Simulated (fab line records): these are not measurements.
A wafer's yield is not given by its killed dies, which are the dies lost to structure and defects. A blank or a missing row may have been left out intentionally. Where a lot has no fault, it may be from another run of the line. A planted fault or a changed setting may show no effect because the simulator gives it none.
A struck lot beside a sound one ; flow sky130 ; 16 out of 708 route steps
Sound: the wafers L959.1, L959.3, L959.6. Wafers L970.1, L970.3, L970.6 were the ones struck. At the end, the cause is stated.
Each step with rows lists, per side, the tool, then ch with its chambers, then its first start. Under that, the readings that differ: sound wafers ; struck wafers ; difference of the means ; sigmas: that difference in standard deviations of wafers without a fault.
alike: readings with means less than 2 such deviations apart, plus words and numbers identical on both sides. not compared: withheld readings, readings lacking a value on some wafer, bounds such as >300 that could conceal the same value, and numbers that have no deviation in the record and whose values overlap.
The two part at a step that has a row with sigmas, a row that says differs or no value, or rows on one side only. Numbers that don't overlap but have no deviation are shown without sigmas and don't part them. Lack of a reading on every wafer of one side parts them only where that side has two or more wafers.

first, 5 steps without rows for these wafers: SKY_POLY_GATE_COAT_08 (resist thk 450 nm); SKY_POLY_GATE_SOFTBAKE_09 (time 90 s); SKY_POLY_GATE_EXPOSE_10 (exposes mask P1M, target cd 150 nm); SKY_POLY_GATE_PEB_11; SKY_POLY_GATE_DEVELOP_12 (develop time 60 s).
SKY_POLY_GATE_CD_MEAS_13 targets a cd of 150 nm.
  struck on cd-sem-01, day 21 12:16; sound on cd-sem-01, day 17 05:43
  alike: cd-nm
SKY_POLY_GATE_OVL_MEAS_14:
  struck on overlay-01, day 21 12:23; sound on overlay-02, day 17 05:50
  alike: POLY_GATE_OVL
SKY_POLY_GATE_ETCH_15: etches BARC in N2/H2, stops on SiO2, time 118.5 s, target depth 110 nm.
  sound on rie-diel-03 ch 2,3, day 17 05:52; struck on rie-diel-03 ch 0,3, day 21 12:26
  alike: drypump-motor-current-A, h2-flow-sccm, oes-product-au, throttle-valve-pct
  not compared: rf-hours-counter-h
SKY_POLY_GATE_ETCH_16: etches Si3N4 in CH3F/O2, stops on poly-Si, time 151.2 s, target depth 75 nm.
  sound on rie-diel-03 ch 2,3, day 17 05:57; struck on rie-diel-03 ch 0,3, day 21 12:31
  alike: drypump-motor-current-A, oes-product-au, throttle-valve-pct
  not compared: rf-hours-counter-h
SKY_POLY_GATE_ETCH_17: etches poly-Si in HBr/Cl2, stops on SiO2, target depth 180 nm, time 70.5 s.
  sound on rie-si-02 ch 0,1,2, day 17 06:03; struck on rie-si-02 ch 0,1,3, day 21 12:37
  alike: HBr_flow_sccm, drypump-motor-current-A, oes-product-au, throttle-valve-pct
  not compared: rf-hours-counter-h
SKY_POLY_GATE_STRIP_18: strips in O2/N2.
  sound on plasma-asher-03 ch 1, day 17 06:07; struck on plasma-asher-03 ch 0,1, day 21 12:40
  alike: drypump-motor-current-A, oes-product-au, strip-time-to-endpoint-s
  not compared: rf-hours-counter-h
then, 1 step without rows for these wafers: SKY_POLY_GATE_CLEAN_19 (cleans in SC1/SC2, time 150 s).
SKY_POLY_GATE_OXIDATION_20: stabilise 600 s, purge 300 s, target thk 4 nm.
  sound on furnace-01 ch 0, day 17 07:09; struck on furnace-02 ch 0, day 21 12:49
reading;sound;struck;difference;sigmas
spike-tc-bottom-C (C);871.9 871.3 871.2;846.5 847.8 849.4;-23.6;-24
spike-tc-centre-C (C);848.1 850.9 849.7;827.1 827.1 827.3;-22.4;-16
spike-tc-lower-C (C);852.7 849.9 851.1;823.3 823.4 823.0;-28.0;-18
spike-tc-top-C (C);864.0 863.3 862.7;837.6 838.5 838.9;-25.0;-18
spike-tc-upper-C (C);848.2 848.0 847.8;825.0 826.7 826.5;-21.9;-18
tube-center-temp-C (C);850.02 850.07 849.88;825.52 825.64 825.63;-24.39;-99 or more
tube_center_temp_C_max;852.2 852.3 852.1;828.5 827.9 827.3;-24.3;-76
zone-power-bottom-pct (%);25.7 25.3 25.7;23.2 22.9 23.1;-2.5;-4
zone-power-lower-pct (%);17.3 17.1 17.4;12.8 12.9 12.7;-4.5;-2
zone-power-top-pct (%);29.2 29.0 29.6;27.6 27.8 27.9;-1.5;-4
model.SiO2_of_POLY_GATE_OXIDATION_20.thk-nm (nm);4.105 4.107 4.117;2.995 2.965 3.01;-1.120;
SKY_POLY_GATE_THK_MEAS_21:
  struck on film-metro-01, day 21 14:04; sound on film-metro-01, day 17 08:24
reading;sound;struck;difference;sigmas
POLY_GATE_OXIDATION_THK (nm);4.13 4.09 4.14;2.97 2.87 3.00;-1.17;-14
SKY_POLY_GATE_CD_MEAS_22:
  struck on cd-sem-02, day 21 14:08; sound on cd-sem-02, day 17 08:28
  alike: cd-nm
-- record jumps: 27 days separate the struck wafers' starts on either side; left off in module POLY_GATE, taken up again in module PAD_OPEN, whose first shown step is the route's number 708 --
SKY_PAD_OPEN_PROBE_99:
  struck on prober-01, day 49 00:56; sound on prober-02, day 46 14:40
reading;sound;struck;difference;sigmas
model.etest.tip-sonos.rs-ohm-sq;2703 2775 2753;2595 2540 2588;-169;
model.etest.tip-p.rs-ohm-sq;6812 6812 6783;6693 6727 6667;-107;
model.etest.res-pdiff.line-ohm-um;1365 1383 1392;1321 1310 1329;-60;
model.etest.tip-n.rs-ohm-sq;444.7 446 443.6;424.9 425.7 430.7;-17.7;
model.etest.res-pdiff.rs-ohm-sq;199.4 201.4 200.7;184.6 187.1 186.6;-14.4;
model.etest.res-ndiff.rs-ohm-sq;121.2 121 120.7;117.3 116.3 117;-4.1;
  alike: killed_at_M0_to_M3, killed_at_M4_up, killed-at-contacts, killed-at-front-end, killed-at-other, killed-dies, killed-open, killed-short

== WHERE THEY PART ==
Earliest at SKY_POLY_GATE_OXIDATION_20; latest, in this record, at SKY_POLY_GATE_THK_MEAS_21. Later steps at which nothing parts them and some readings are alike: SKY_POLY_GATE_CD_MEAS_22, SKY_PAD_OPEN_PROBE_99.

WHY: what had been put in by the simulator
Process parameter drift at SKY_POLY_GATE_OXIDATION_20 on furnace-02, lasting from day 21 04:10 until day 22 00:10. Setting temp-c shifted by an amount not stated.
